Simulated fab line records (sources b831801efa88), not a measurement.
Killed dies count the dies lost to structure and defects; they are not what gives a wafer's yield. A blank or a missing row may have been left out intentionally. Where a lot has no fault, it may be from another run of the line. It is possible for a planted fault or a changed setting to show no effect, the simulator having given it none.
fab line records ; flow sky130
record lots=6; wafers=18; last-day=49
route steps=708 shown LI_CONTACT@371 PAD_OPEN@708
lots untouched by any fault: they come from a run of this same line in which no faults occurred
start-h: the number of hours between the record's first day and the start of the first shown wafer of the lot ; wait-h: hours elapsed since this lot's preceding step ; " same as the row above ; L1.1+2: a row that stands for several wafers ; - no value, or no start was given ; * or withheld: withheld ; < > ~ a bound
route shown NAME@n: a module of which the file shows steps, and the number in the route of the first ; usual: mean and standard deviation over wafers with no fault ; same: alike in all rows ; chamber/n: place in a boat ; sites: the reading at each site ; _std_site: the values' standard deviation ; _edge_site: inner sites' mean taken away from outer sites' mean ; radius-mm: how far each site lies from the wafer's centre ; mask NAME#n: copy n ; behind: the most recent tool/chamber to have shaped the wafer ; hold: the reason the lot was held/the length of the hold in hours/how it ended ; device: the n, p or np transistor that did not switch ; end of line: at the end of the route, the tests of the same wafers ; a step with no rows: only its recipe ; killed: dies lost to structure and defects at the first sort, not the wafer's yield ; map: a wafer's dies, x killed, . not, _ none there
set.NAME: setting as actually run; set.NAME@STEP: the setting as run at that earlier step ; model.NAME: the simulator's own value behind a step, which no gauge read
certain route steps with their lots: each step a table, each wafer a row
services: the hour from which a tool's chamber was out of use, counted from the record's first day as start-h (under 0 if before that day), plus the number of hours and why
## steps
# step SKY_LI_CONTACT_EXPOSE_09
# recipe mask-id=LICM1; na=0.8; source-shape=annular; sigma-inner=0.55; sigma-outer=0.85; target-cd-nm=170; dose-mj=38
# step SKY_LI_CONTACT_PEB_10
# recipe peb-temp-c=withheld; peb-time-s=withheld; resist=KrF-thick
# step SKY_LI_CONTACT_DEVELOP_11
# recipe develop-time-s=60; resist=KrF-thick; dev-temp-c=21
# step SKY_LI_CONTACT_CD_MEAS_12
# recipe target-cd-nm=170
# usual cd-nm=170.1/1.6
lot.wafer;tool;chamber;start-h;wait-h;cd-nm
L791.2;cd-sem-02;-;690.79;-;171.9
L791.3;cd-sem-02;-;690.79;-;171.5
L791.4;cd-sem-02;-;690.79;-;170.6
L793.2;cd-sem-01;-;718.27;-;168.0
L793.3;cd-sem-01;-;718.27;-;167.5
L793.6;cd-sem-01;-;718.27;-;170.0
L799.2;cd-sem-02;-;764.94;-;169.5
L799.3;cd-sem-02;-;764.94;-;168.7
L799.5;cd-sem-02;-;764.94;-;170.0
L800.3;cd-sem-02;-;773.91;-;169.7
L800.4;cd-sem-02;-;773.91;-;169.8
L800.5;cd-sem-02;-;773.91;-;169.2
L803.1;cd-sem-02;-;793.12;-;169.5
L803.2;cd-sem-02;-;793.12;-;171.0
L803.5;cd-sem-02;-;793.12;-;170.9
L805.1;cd-sem-02;-;825.36;-;169.9
L805.5;cd-sem-02;-;825.36;-;169.5
L805.6;cd-sem-02;-;825.36;-;168.7
# step SKY_LI_CONTACT_OVL_MEAS_13
# usual LI_CONTACT_OVL=-1/4.8
lot.wafer;tool;chamber;start-h;wait-h;LI_CONTACT_OVL[nm]
L791.2;overlay-01;-;690.89;0.1;0
L791.3;overlay-01;-;690.89;0.1;8
L791.4;overlay-01;-;690.89;0.1;-5
L793.2;overlay-01;-;718.38;0.1;6
L793.3;overlay-01;-;718.38;0.1;-2
L793.6;overlay-01;-;718.38;0.1;2
L799.2;overlay-01;-;765.04;0.1;2
L799.3;overlay-01;-;765.04;0.1;8
L799.5;overlay-01;-;765.04;0.1;5
L800.3;overlay-02;-;774.00;0.1;2
L800.4;overlay-02;-;774.00;0.1;2
L800.5;overlay-02;-;774.00;0.1;7
L803.1;overlay-02;-;793.24;0.1;2
L803.2;overlay-02;-;793.24;0.1;6
L803.5;overlay-02;-;793.24;0.1;1
L805.1;overlay-01;-;825.48;0.1;-1
L805.5;overlay-01;-;825.48;0.1;-4
L805.6;overlay-01;-;825.48;0.1;-4
# step SKY_LI_CONTACT_ETCH_14
# recipe chemistry=N2/H2; target=BARC; ion-energy-ev=200; source-w=500; bias-w=100; pressure-mtorr=30; n2-flow-sccm=100; h2-flow-sccm=200; stop-on=SiO2; time-s=45.9; target-depth-a=600
# usual bias-w=99.98/0.29; drypump-motor-current-A=5.4/0.4; oes-product-au=0.855/0.005; throttle-valve-pct=13.225/0.0087
lot.wafer;tool;chamber;start-h;wait-h;bias-w;drypump-motor-current-A;oes-product-au;rf-hours-counter-h;throttle-valve-pct
L791.2;rie-diel-01;2;690.92;0.0;100.60;5.4;0.854;11;13.223
L791.3;rie-diel-01;1;690.92;0.0;100.26;4.9;0.854;22;13.218
L791.4;rie-diel-01;0;690.92;0.0;99.71;5.1;0.846;18;13.238
L793.2;rie-diel-01;0;718.41;0.0;100.13;5.1;0.840;18;13.240
L793.3;rie-diel-01;1;718.41;0.0;99.74;5.0;0.857;23;13.228
L793.6;rie-diel-01;1;718.41;0.0;99.72;5.0;0.845;-;13.210
L799.2;rie-diel-03;2;765.07;0.0;100.33;5.4;0.870;39;13.225
L799.3;rie-diel-03;1;765.07;0.0;99.83;5.2;0.856;12;13.233
L799.5;rie-diel-03;2;765.07;0.0;100.33;5.4;0.850;-;13.241
L800.3;rie-diel-01;2;774.02;0.0;100.17;5.4;0.857;13;13.231
L800.4;rie-diel-01;3;774.02;0.0;100.06;5.7;0.847;4;13.219
L800.5;rie-diel-01;2;774.02;0.0;100.09;5.4;0.860;-;13.209
L803.1;rie-diel-02;3;793.27;0.0;100.17;6.0;0.860;23;13.223
L803.2;rie-diel-02;0;793.27;0.0;99.49;5.0;0.855;4;13.232
L803.5;rie-diel-02;3;793.27;0.0;99.95;6.0;0.857;-;13.222
L805.1;rie-diel-02;1;825.51;0.0;100.19;6.0;0.849;18;13.223
L805.5;rie-diel-02;0;825.51;0.0;100.17;5.0;0.848;-;13.223
L805.6;rie-diel-02;1;825.51;0.0;99.95;6.0;0.857;-;13.226
# step SKY_LI_CONTACT_ETCH_15
# recipe target=PSG; chemistry=C4F8/O2/Ar; stop-on=Si; taper-deg=4.15; mask-material=KrF-thick; source-w=1500; bias-w=1200; pressure-mtorr=40; c4f8-flow-sccm=withheld; O2_flow_sccm=6; Ar_flow_sccm=300; time-s=withheld; target-depth-a=6000
# usual bias-w=1200/3.7; oes-product-au=0.837/0.0039
lot.wafer;tool;chamber;start-h;wait-h;bias-w;oes-product-au
L791.2;rie-diel-01;2;690.97;0.0;1203;0.841
L791.3;rie-diel-01;1;690.97;0.0;1205;0.837
L791.4;rie-diel-01;0;690.97;0.0;1207;0.837
L793.2;rie-diel-01;0;718.45;0.0;1198;0.845
L793.3;rie-diel-01;1;718.45;0.0;1197;0.836
L793.6;rie-diel-01;1;718.45;0.0;1197;0.834
L799.2;rie-diel-03;2;765.12;0.0;1199;0.830
L799.3;rie-diel-03;1;765.12;0.0;1202;0.840
L799.5;rie-diel-03;2;765.12;0.0;1201;0.834
L800.3;rie-diel-01;2;774.07;0.0;1193;0.843
L800.4;rie-diel-01;3;774.07;0.0;1202;0.831
L800.5;rie-diel-01;2;774.07;0.0;1195;0.833
L803.1;rie-diel-02;3;793.32;0.0;1205;0.838
L803.2;rie-diel-02;0;793.32;0.0;1201;0.840
L803.5;rie-diel-02;3;793.32;0.0;1198;0.835
L805.1;rie-diel-02;1;825.55;0.0;1202;0.841
L805.5;rie-diel-02;0;825.55;0.0;1199;0.839
L805.6;rie-diel-02;1;825.55;0.0;1197;0.838
# step SKY_LI_CONTACT_STRIP_16
# recipe chemistry=O2/N2; power-w=1400; pressure-mtorr=1500; platen-temp-c=withheld; o2-flow-sccm=3000; n2-flow-sccm=300; overash-fraction=0.5
# usual drypump-motor-current-A=5.5/0.61; oes-product-au=0.376/0.005; strip-time-to-endpoint-s=3.49/0.032
lot.wafer;tool;chamber;start-h;wait-h;drypump-motor-current-A;oes-product-au;rf-hours-counter-h;strip-time-to-endpoint-s
L791.2;plasma-asher-02;0;691.05;-;5.2;0.372;96;3.46
L791.3;plasma-asher-02;1;691.05;-;5.0;0.378;-;3.52
L791.4;plasma-asher-02;0;691.05;-;5.2;0.373;-;3.51
L793.2;plasma-asher-04;1;718.53;-;4.8;0.365;31;3.49
L793.3;plasma-asher-04;1;718.53;-;4.8;0.379;-;3.51
L793.6;plasma-asher-04;0;718.53;-;6.3;0.381;-;3.49
L799.2;plasma-asher-02;0;765.20;-;5.2;0.383;2;3.49
L799.3;plasma-asher-02;1;765.20;-;5.0;0.372;-;3.46
L799.5;plasma-asher-02;1;765.20;-;5.0;0.373;-;3.48
L800.3;plasma-asher-02;1;774.18;-;5.0;0.384;-;3.51
L800.4;plasma-asher-02;0;774.18;-;5.2;0.376;-;3.50
L800.5;plasma-asher-02;0;774.18;-;5.2;0.371;-;3.49
L803.1;plasma-asher-02;1;793.40;-;5.0;0.376;5;3.48
L803.2;plasma-asher-02;0;793.40;-;5.2;0.375;5;3.49
L803.5;plasma-asher-02;1;793.40;-;5.0;0.373;-;3.49
L805.1;plasma-asher-03;1;825.64;-;6.2;0.376;101;3.46
L805.5;plasma-asher-03;1;825.64;-;6.3;0.371;-;3.47
L805.6;plasma-asher-03;0;825.64;-;5.7;0.370;-;3.44
# step SKY_LI_CONTACT_CLEAN_17
# recipe chemistry=NMP; time-s=600; temp-c=60; dry=n2-spin
# step SKY_LI_CONTACT_PRE_CLEAN_18
# recipe gas=Ar; time-s=5.6; bias-v=358
# step SKY_LI_CONTACT_SPUTTER_19
# recipe material=Ti; target-thk-nm=20; chamber-pressure-pa=5; power-w=2500; substrate-temp-c=200; time-s=106.37
# usual cathode-dc-power-W=2500.0/0.5; chamber-pressure-pa=5.000/0.0099; throttle-valve-pct=30.6/0.81
lot.wafer;tool;chamber;start-h;wait-h;cathode-dc-power-W;chamber-pressure-pa;throttle-valve-pct
L791.2;pvd-sputter-02;-;691.35;0.0;2499.7;5.003;31.4
L791.3;pvd-sputter-02;-;691.35;0.0;2500.7;4.975;30.5
L791.4;pvd-sputter-02;-;691.35;0.0;2500.3;5.008;29.2
L793.2;pvd-sputter-03;-;718.83;0.0;2499.9;5.012;30.2
L793.3;pvd-sputter-03;-;718.83;0.0;2498.9;4.996;31.4
L793.6;pvd-sputter-03;-;718.83;0.0;2499.7;4.988;31.3
L799.2;pvd-sputter-02;-;765.50;0.0;2500.8;5.004;31.1
L799.3;pvd-sputter-02;-;765.50;0.0;2500.7;5.007;29.1
L799.5;pvd-sputter-02;-;765.50;0.0;2500.4;4.999;31.2
L800.3;pvd-sputter-02;-;774.46;0.0;2499.2;4.997;30.6
L800.4;pvd-sputter-02;-;774.46;0.0;2500.2;5.000;29.3
L800.5;pvd-sputter-02;-;774.46;0.0;2500.7;4.997;30.6
L803.1;pvd-sputter-02;-;793.70;0.0;2500.6;4.995;29.0
L803.2;pvd-sputter-02;-;793.70;0.0;2500.8;5.008;31.6
L803.5;pvd-sputter-02;-;793.70;0.0;2500.9;5.003;31.5
L805.1;pvd-sputter-02;-;825.93;0.0;2499.2;4.999;31.4
L805.5;pvd-sputter-02;-;825.93;0.0;2500.3;4.989;31.4
L805.6;pvd-sputter-02;-;825.93;0.0;2500.8;5.008;31.8
# step SKY_LI_CONTACT_SPUTTER_20
# recipe material=TiN; target-thk-nm=20; chamber-pressure-pa=5; power-w=4000; time-s=80
# usual cathode-dc-power-W=4000.1/0.73; chamber-pressure-pa=4.999/0.01; throttle-valve-pct=30.5/0.77
lot.wafer;tool;chamber;start-h;wait-h;cathode-dc-power-W;chamber-pressure-pa;throttle-valve-pct
L791.2;pvd-sputter-02;-;691.42;0.0;3999.2;4.986;31.0
L791.3;pvd-sputter-02;-;691.42;0.0;4001.1;5.013;30.3
L791.4;pvd-sputter-02;-;691.42;0.0;4000.8;4.978;29.3
L793.2;pvd-sputter-03;-;718.90;0.0;4001.1;4.988;30.1
L793.3;pvd-sputter-03;-;718.90;0.0;4001.4;5.007;31.2
L793.6;pvd-sputter-03;-;718.90;0.0;3999.4;5.004;31.1
L799.2;pvd-sputter-02;-;765.57;0.0;4000.5;4.993;31.2
L799.3;pvd-sputter-02;-;765.57;0.0;4000.7;5.004;29.0
L799.5;pvd-sputter-02;-;765.57;0.0;4000.0;5.006;31.3
L800.3;pvd-sputter-02;-;774.54;0.0;3999.5;4.999;30.5
L800.4;pvd-sputter-02;-;774.54;0.0;3998.5;4.962;29.3
L800.5;pvd-sputter-02;-;774.54;0.0;3999.7;4.998;30.6
L803.1;pvd-sputter-02;-;793.77;0.0;4000.6;5.003;28.9
L803.2;pvd-sputter-02;-;793.77;0.0;4000.6;5.006;31.3
L803.5;pvd-sputter-02;-;793.77;0.0;3999.6;5.004;31.5
L805.1;pvd-sputter-02;-;826.01;0.0;4001.1;5.006;31.4
L805.5;pvd-sputter-02;-;826.01;0.0;3999.9;5.011;30.9
L805.6;pvd-sputter-02;-;826.01;0.0;3999.2;4.985;31.5
# step SKY_LI_CONTACT_CVD_21
# recipe material=W; target-thk-nm=400; time-s=120.56; temp-c=400; pressure-torr=40
# usual chamber-pressure-Torr=40.00/0.091; heater-power-outer-w=565/51; heater-power-w=909/57
lot.wafer;tool;chamber;start-h;wait-h;chamber-pressure-Torr;heater-power-outer-w;heater-power-w;since-wet-clean-h
L791.2;cvd-w-01;0;691.48;0.0;39.94;495;817;787
L791.3;cvd-w-01;0;691.48;0.0;39.91;489;794;-
L791.4;cvd-w-01;1;691.48;0.0;40.05;566;893;-
L793.2;cvd-w-01;1;718.96;0.0;40.02;563;906;815
L793.3;cvd-w-01;1;718.96;0.0;40.06;573;942;-
L793.6;cvd-w-01;0;718.96;0.0;39.99;499;809;-
L799.2;cvd-w-01;0;765.63;0.0;-;-;-;-
L799.3;cvd-w-01;0;765.63;0.0;-;-;-;-
L799.5;cvd-w-01;0;765.63;0.0;-;-;-;-
L800.3;cvd-w-02;0;774.64;0.1;-;-;-;-
L800.4;cvd-w-02;1;774.64;0.1;-;-;-;-
L800.5;cvd-w-02;0;774.64;0.1;-;-;-;-
L803.1;cvd-w-01;1;793.83;0.0;39.86;562;930;890
L803.2;cvd-w-01;0;793.83;0.0;39.98;489;833;890
L803.5;cvd-w-01;1;793.83;0.0;39.99;577;913;-
L805.1;cvd-w-01;0;826.07;0.0;39.93;486;831;922
L805.5;cvd-w-01;0;826.07;0.0;40.14;501;817;-
L805.6;cvd-w-01;1;826.07;0.0;40.14;587;899;-
# step SKY_LI_CONTACT_RS_MEAS_22
# recipe thk-meas-gauge=four-point-probe; reads=W_of_LI_CONTACT_CVD_21+TiN_of_LI_CONTACT_SPUTTER_20+Ti_of_LI_CONTACT_SPUTTER_19
# usual LI_CONTACT_W_RS=0.284/0.0053
lot.wafer;tool;chamber;start-h;wait-h;LI_CONTACT_W_RS[ohm/sq]
L791.2;film-metro-03;-;691.63;0.1;0.282
L791.3;film-metro-03;-;691.63;0.1;0.284
L791.4;film-metro-03;-;691.63;0.1;0.287
L793.2;film-metro-03;-;719.11;0.1;0.285
L793.3;film-metro-03;-;719.11;0.1;0.284
L793.6;film-metro-03;-;719.11;0.1;0.282
L799.2;film-metro-01;-;765.78;0.1;25.336
L799.3;film-metro-01;-;765.78;0.1;25.070
L799.5;film-metro-01;-;765.78;0.1;25.202
L800.3;film-metro-01;-;774.76;0.1;25.341
L800.4;film-metro-01;-;774.76;0.1;24.978
L800.5;film-metro-01;-;774.76;0.1;25.255
L803.1;film-metro-02;-;793.99;0.1;0.284
L803.2;film-metro-02;-;793.99;0.1;0.280
L803.5;film-metro-02;-;793.99;0.1;0.287
L805.1;film-metro-03;-;826.20;0.1;0.285
L805.5;film-metro-03;-;826.20;0.1;0.283
L805.6;film-metro-03;-;826.20;0.1;0.289
# step SKY_LI_CONTACT_THK_MEAS_23
# recipe thk-meas-gauge=xrf; reads=W_of_LI_CONTACT_CVD_21
# usual LI_CONTACT_W_THK=410/9.2
lot.wafer;tool;chamber;start-h;wait-h;LI_CONTACT_W_THK[nm]
L791.2;film-metro-03;-;691.74;0.1;417
L791.3;film-metro-03;-;691.74;0.1;412
L791.4;film-metro-03;-;691.74;0.1;408
L793.2;film-metro-03;-;719.22;0.1;410
L793.3;film-metro-03;-;719.22;0.1;412
L793.6;film-metro-03;-;719.22;0.1;415
L799.2;film-metro-01;-;765.89;0.1;<0
L799.3;film-metro-01;-;765.89;0.1;<0
L799.5;film-metro-01;-;765.89;0.1;<0
L800.3;film-metro-01;-;774.86;0.1;<0
L800.4;film-metro-01;-;774.86;0.1;-
L800.5;film-metro-01;-;774.86;0.1;<0
L803.1;film-metro-02;-;794.11;0.1;411
L803.2;film-metro-02;-;794.11;0.1;416
L803.5;film-metro-02;-;794.11;0.1;406
L805.1;film-metro-03;-;826.32;0.1;413
L805.5;film-metro-03;-;826.32;0.1;413
L805.6;film-metro-03;-;826.32;0.1;406
# step SKY_LI_CONTACT_CMP_24
# recipe stop-on=PSG; t-overpolish-s=20; down-force-psi=3.5; platen-rpm=60; target-thk-nm=0; pad-velocity-m-s=0.94248
# usual motor-current-A=11.2/0.57; retaining-ring-pressure-frac=1.000/0.0053; time-to-endpoint-s=98/4.5
lot.wafer;tool;chamber;start-h;wait-h;motor-current-A;retaining-ring-pressure-frac;time-to-endpoint-s
L791.2;cmp-01;3;691.79;0.0;11.9;1.012;98
L791.4;cmp-01;0;691.79;0.0;10.7;1.004;102
L791.3;cmp-01;2;691.79;0.0;11.2;0.996;100
L793.2;cmp-01;0;719.37;0.1;9.8;1.004;103
L793.3;cmp-01;1;719.37;0.1;10.6;0.998;99
L793.6;cmp-01;3;719.37;0.1;11.8;0.994;95
L799.3;cmp-02;2;766.00;0.1;11.4;0.986;2
L799.2;cmp-02;0;766.00;0.1;10.7;1.000;7
L799.5;cmp-02;1;766.00;0.1;11.1;1.008;8
L800.3;cmp-01;0;774.90;0.0;9.8;1.006;8
L800.4;cmp-01;1;774.90;0.0;10.6;0.992;7
L800.5;cmp-01;0;774.90;0.0;9.9;0.996;8
L803.2;cmp-01;3;794.27;0.1;11.8;1.006;101
L803.1;cmp-01;0;794.27;0.1;10.2;0.997;109
L803.5;cmp-01;2;794.27;0.1;11.0;1.002;103
L805.1;cmp-01;1;826.48;0.1;10.6;0.996;100
L805.5;cmp-01;3;826.48;0.1;12.1;0.995;95
L805.6;cmp-01;0;826.48;0.1;10.1;1.000;99
# step SKY_PAD_OPEN_PROBE_99
# usual killed_at_M0_to_M3=45/7.5; killed_at_M4_up=3.2/1.8; killed-at-contacts=24/4.9; killed-at-front-end=15/4.4; killed-at-other=0.3/0.54; killed-dies=87/9.8; killed-on-rim=17/4.2; killed-open=47/6.4; killed-short=40/6.5
# same gross-dies=492; killed-at-back-side=0
lot.wafer;tool;chamber;start-h;wait-h;killed_at_M0_to_M3;killed_at_M4_up;killed-at-contacts;killed-at-front-end;killed-at-other;killed-dies;killed-on-rim;killed-open;killed-short
L791.2;prober-01;-;1088.15;0.1;48;4;20;18;1;91;14;49;42
L791.3;prober-01;-;1088.20;0.2;48;1;26;14;0;89;22;53;36
L791.4;prober-01;-;1088.25;0.2;41;3;19;20;0;83;18;46;36
L799.2;prober-01;-;1143.07;0.1;57;4;410;21;0;492;96;57;56
L799.3;prober-01;-;1143.12;0.2;42;1;431;18;0;492;96;43;35
L799.5;prober-01;-;1143.22;0.2;38;4;435;15;0;492;96;48;33
L800.3;prober-02;-;1149.11;0.2;31;2;445;14;0;492;96;35;34
L800.4;prober-02;-;1149.16;0.2;53;3;423;13;0;492;96;47;37
L800.5;prober-02;-;1149.21;0.2;57;1;422;12;0;492;96;50;50
L803.1;prober-01;-;1162.51;0.1;57;5;19;22;0;103;28;62;41
L803.2;prober-01;-;1162.56;0.1;47;7;21;15;0;90;19;47;42
L803.5;prober-01;-;1162.71;0.2;50;3;32;17;0;102;23;51;51
# killed by level:class
L791.2 VIA3:geometric-particle:open=10 VIA1:geometric-particle:open=10 VIA1:geometric-particle:short=7 LI_CONTACT:geometric-particle:open=6 METAL1:geometric-particle:short=6 VIA2:geometric-particle:open=6 POLY_GATE:geometric-particle:short=5 CONTACT:geometric-particle:open=5
L791.3 VIA1:geometric-particle:open=11 CONTACT:geometric-particle:open=11 METAL1:geometric-particle:short=8 VIA2:geometric-particle:open=8 VIA3:geometric-particle:open=7 POLY_GATE:geometric-particle:open=5 CONTACT:geometric-particle:short=5 VIA1:geometric-particle:short=5
L791.4 VIA1:geometric-particle:open=12 VIA1:geometric-particle:short=10 CONTACT:geometric-particle:open=8 METAL2:geometric-particle:short=6 POLY_GATE:geometric-particle:open=5 LI_CONTACT:geometric-particle:open=5 POLY_GATE:geometric-particle:short=4 VIA3:geometric-particle:open=4
L799.2 LI_CONTACT:area-cvd=379 CONTACT:geometric-particle:open=12 VIA1:geometric-particle:open=10 VIA1:geometric-particle:short=9 VIA3:geometric-particle:open=9 FIELD_ISO:geometric-particle:short=8 VIA2:geometric-particle:open=8 CONTACT:geometric-particle:short=7
L799.3 LI_CONTACT:area-cvd=414 VIA1:geometric-particle:open=12 VIA3:geometric-particle:short=7 CONTACT:geometric-particle:open=6 VIA3:geometric-particle:open=5 VIA2:geometric-particle:open=5 FIELD_ISO:geometric-particle:short=4 FIELD_ISO:geometric-particle:open=4
L799.5 LI_CONTACT:area-cvd=411 CONTACT:geometric-particle:open=11 VIA2:geometric-particle:open=8 LI_CONTACT:geometric-particle:open=6 VIA1:geometric-particle:short=5 VIA1:geometric-particle:open=5 VIA3:geometric-particle:open=5 FIELD_ISO:geometric-particle:open=4
L800.3 LI_CONTACT:area-cvd=423 CONTACT:geometric-particle:open=7 FIELD_ISO:geometric-particle:short=6 CONTACT:geometric-particle:short=5 VIA3:geometric-particle:open=5 LI_CONTACT:geometric-particle:open=4 LOCAL_INTERCONNECT:geometric-particle:short=4 VIA1:geometric-particle:short=4
L800.4 LI_CONTACT:area-cvd=408 VIA1:geometric-particle:open=12 VIA3:geometric-particle:open=10 METAL1:geometric-particle:short=7 FIELD_ISO:geometric-particle:open=5 METAL2:geometric-particle:short=5 CONTACT:geometric-particle:short=4 CONTACT:geometric-particle:open=4
L800.5 LI_CONTACT:area-cvd=391 VIA1:geometric-particle:open=12 LI_CONTACT:geometric-particle:open=11 LOCAL_INTERCONNECT:geometric-particle:short=8 VIA2:geometric-particle:open=8 METAL1:geometric-particle:short=8 CONTACT:geometric-particle:open=7 VIA1:geometric-particle:short=7
L803.1 VIA1:geometric-particle:open=16 FIELD_ISO:geometric-particle:open=7 FIELD_ISO:geometric-particle:short=7 VIA2:geometric-particle:open=7 LI_CONTACT:geometric-particle:open=6 CONTACT:geometric-particle:open=6 VIA1:geometric-particle:short=6 METAL1:geometric-particle:short=5
L803.2 VIA2:geometric-particle:open=8 CONTACT:geometric-particle:open=7 LI_CONTACT:geometric-particle:open=6 VIA1:geometric-particle:open=6 VIA3:geometric-particle:open=6 LI_CONTACT:geometric-particle:short=5 METAL2:geometric-particle:short=5 METAL1:geometric-particle:short=5
L803.5 CONTACT:geometric-particle:open=13 METAL1:geometric-particle:short=10 VIA1:geometric-particle:open=10 FIELD_ISO:geometric-particle:short=8 FIELD_ISO:geometric-particle:open=7 LOCAL_INTERCONNECT:geometric-particle:short=7 VIA3:geometric-particle:open=6 VIA1:geometric-particle:short=6
# map L799.2 (x killed, . not)
__________xxxxxxxxxx_________
________xxxxxxxxxxxxxx_______
______xxxxxxxxxxxxxxxxxx_____
_____xxxxxxxxxxxxxxxxxxxx____
____xxxxxxxxxxxxxxxxxxxxxx___
___xxxxxxxxxxxxxxxxxxxxxxxx__
__xxxxxxxxxxxxxxxxxxxxxxxxxx_
_xxxxxxxxxxxxxxxxxxxxxxxxxxxx
_xxxxxxxxxxxxxxxxxxxxxxxxxxxx
_xxxxxxxxxxxxxxxxxxxxxxxxxxxx
_xxxxxxxxxxxxxxxxxxxxxxxxxxxx
_xxxxxxxxxxxxxxxxxxxxxxxxxxxx
_xxxxxxxxxxxxxxxxxxxxxxxxxxxx
_xxxxxxxxxxxxxxxxxxxxxxxxxxxx
_xxxxxxxxxxxxxxxxxxxxxxxxxxxx
__xxxxxxxxxxxxxxxxxxxxxxxxxx_
___xxxxxxxxxxxxxxxxxxxxxxxx__
____xxxxxxxxxxxxxxxxxxxxxx___
_____xxxxxxxxxxxxxxxxxxxx____
______xxxxxxxxxxxxxxxxxx_____
________xxxxxxxxxxxxxx_______
__________xxxxxxxxxx_________
# map L800.3 (x killed, . not)
__________xxxxxxxxxx_________
________xxxxxxxxxxxxxx_______
______xxxxxxxxxxxxxxxxxx_____
_____xxxxxxxxxxxxxxxxxxxx____
____xxxxxxxxxxxxxxxxxxxxxx___
___xxxxxxxxxxxxxxxxxxxxxxxx__
__xxxxxxxxxxxxxxxxxxxxxxxxxx_
_xxxxxxxxxxxxxxxxxxxxxxxxxxxx
_xxxxxxxxxxxxxxxxxxxxxxxxxxxx
_xxxxxxxxxxxxxxxxxxxxxxxxxxxx
_xxxxxxxxxxxxxxxxxxxxxxxxxxxx
_xxxxxxxxxxxxxxxxxxxxxxxxxxxx
_xxxxxxxxxxxxxxxxxxxxxxxxxxxx
_xxxxxxxxxxxxxxxxxxxxxxxxxxxx
_xxxxxxxxxxxxxxxxxxxxxxxxxxxx
__xxxxxxxxxxxxxxxxxxxxxxxxxx_
___xxxxxxxxxxxxxxxxxxxxxxxx__
____xxxxxxxxxxxxxxxxxxxxxx___
_____xxxxxxxxxxxxxxxxxxxx____
______xxxxxxxxxxxxxxxxxx_____
________xxxxxxxxxxxxxx_______
__________xxxxxxxxxx_________
## services
tool;chamber;start-h;hours;kind
rie-diel-02;0;672.58;-;clean
rie-diel-01;3;674.83;5.5;repair
rie-diel-03;-;676.30;1.8;repair
cvd-w-01;-;683.34;0.7;repair
rie-diel-01;0;695.27;15.5;repair
rie-diel-01;2;701.23;1.7;repair
pvd-sputter-02;2;707.06;-;consumable-replace:kit
pvd-sputter-02;2;707.06;18.0;scheduled-down
pvd-sputter-02;2;707.06;18.0;vent-cycle
rie-diel-02;3;713.31;10.1;repair
cmp-02;-;716.44;11.6;pm
plasma-asher-02;-;733.75;9.0;pm
cmp-01;-;737.57;0.2;repair
cmp-01;-;741.56;22.3;repair
rie-diel-02;-;748.16;0.3;repair
cvd-w-01;-;757.18;2.1;repair
rie-diel-01;0;759.99;7.0;repair
cmp-01;-;763.89;4.0;pm
cmp-01;-;767.89;-;consumable-replace:conditioner
cmp-01;-;767.89;-;consumable-replace:pad
rie-diel-02;2;769.92;24.9;repair
cmp-02;-;784.41;0.7;repair
plasma-asher-03;-;813.62;2.5;repair
plasma-asher-02;-;816.41;42.7;repair
## key
first-sign step=SKY_LI_CONTACT_CVD_21; reading=tool-record; direction=missing
effect step=SKY_LI_CONTACT_RS_MEAS_22; reading=LI_CONTACT_W_RS; direction=up; sigmas=99+; usual=0.284; struck=25.197
effect step=SKY_LI_CONTACT_THK_MEAS_23; reading=LI_CONTACT_W_THK; direction=down; sigmas=45; usual=410; struck=<0
effect step=SKY_LI_CONTACT_CMP_24; reading=time-to-endpoint-s; direction=down; sigmas=20; usual=*; struck=*
effect step=SKY_PAD_OPEN_PROBE_99; reading=killed-at-contacts; direction=up; sigmas=82; usual=24; struck=428
more-kills-born-at SKY_LI_CONTACT_CVD_21@cvd-w-02=1211; SKY_LI_CONTACT_CVD_21@cvd-w-01=1200
met-at SKY_LI_CONTACT_CVD_21
struck-wafers L799.2,L799.3,L799.5,L800.3,L800.4,L800.5
later-rows-left-out L799.2,L799.3,L799.5,L800.3,L800.4,L800.5
tester-left-out L799,L800
onset-between 718.96 765.63
fault kind=skipped-step-whole; tool=cvd-w-01,cvd-w-02; chamber=-; onset-h=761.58; steps=SKY_LI_CONTACT_CVD_21; scope=struck-lots-only
# tester-left-out: of these lots the tester's yield and bins aren't shown, on N5 and GAA mostly nor the transistor test; their killed dies are dies lost to structure and defects alone, not to doping, threshold or leakage, so they don't give the yield
# later-rows-left-out: the simulator's readings of these wafers behind a module that went badly wrong aren't trusted and aren't shown, but for the sort
